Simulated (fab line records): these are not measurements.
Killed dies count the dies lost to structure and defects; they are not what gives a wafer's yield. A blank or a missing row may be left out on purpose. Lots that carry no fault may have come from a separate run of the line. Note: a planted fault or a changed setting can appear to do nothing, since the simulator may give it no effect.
8D (eight disciplines) problem report, filled in by code | flow sfq_line | the parts of the form that need people (team, actions taken, sign-off) are left out

## 1. THE ISSUE
At SFQ_TRILAYER_JJ_CE_LITHO_EXPOSE_115, exposure_dose_mJ_cm2 averages 14.722 over 9 wafers from 3 lots, while fault-free wafers read 14.398, standard deviation 0.013. Relative to the usual mean, that is a shift of +25 standard deviations.
The step: exposes mask J5, target cd 700 nm.
First seen on wafer L739.3, day 65 13:28, on krf_scanner-01. Wafers with a number at this step in the record: 21, from 7 lots. The rule behind "out" and "out of limits": a value lying over 4 standard deviations away from the usual mean. Any other wafer with a number is counted as sound.

## 2. WHAT THIS IS AND IS NOT
question                    | is                     | is not
which readings at this step | exposure_dose_mJ_cm2   | -
which lots                  | L739, L740, L741       | L732, L738, L748, L749
which wafers of those lots  | all that have a number | -
read on which tools         | krf_scanner-01         | krf_scanner-02
when                        | from day 65 13:28      | up to then (6 sound wafers); but 6 sound wafers of L748, L749 came after

## 3. THE SUSPECTS, EACH WITH WHAT RULES IT OUT
Counting: a tool at a process step up to the reading stays a suspect if it ran every lot that is out and no sound lot after the first of them.
- krf_scanner-01 at SFQ_TRILAYER_JJ_CE_LITHO_EXPOSE_115 (exposes mask J5, target cd 700 nm): kept. Every lot that is out went through it, starting with L739 (day 65 13:28), and after that it ran no sound lot; the last sound lot it ran before then is L738 (day 62 11:10). On those wafers its own readings are out: exposure_dose_mJ_cm2.
Left after counting: krf_scanner-01 at SFQ_TRILAYER_JJ_CE_LITHO_EXPOSE_115.

## 4. THE CAUSE (what the simulator had put in)
Process parameters drifting: krf_scanner-01 at SFQ_TRILAYER_JJ_CE_LITHO_EXPOSE_115, beginning at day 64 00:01. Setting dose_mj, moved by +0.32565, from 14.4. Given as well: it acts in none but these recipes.
After counting, this tool was the only one left.

## 5. THE EFFECT CHAIN, in route order
Each row: a reading where the mean over the struck wafers with a number is more than 3 standard deviations away from the usual. Only readings for which the record gives a usual standard deviation are gone through. hours: the time from each lot's start at the first step in this table that gives one to its start at this step, as a median over the lots. sigmas: the change in usual standard deviations.
hours | step                                | reading              | usual  | on struck wafers | change | sigmas
0     | SFQ_TRILAYER_JJ_CE_LITHO_EXPOSE_115 | exposure_dose_mJ_cm2 | 14.398 | 14.722           | +0.324 | +25
It contains these process steps:
- SFQ_TRILAYER_JJ_CE_LITHO_EXPOSE_115: exposes mask J5, target cd 700 nm.
Later measuring or inspecting steps at which every struck wafer that the step has a row for has a number for every such reading, and none has moved that far: SFQ_JJ_OVL_MEAS_931, SFQ_M5_OVL_MEAS_932, SFQ_R5_RS_MEAS_933, SFQ_R5_THK_MEAS_934, SFQ_M8_BOW_MEAS_951.

## 6. WHAT WOULD HAVE CAUGHT IT SOONER
The fault began at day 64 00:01; the first out-of-limits reading in this record came at day 65 13:28, 37 hours later.
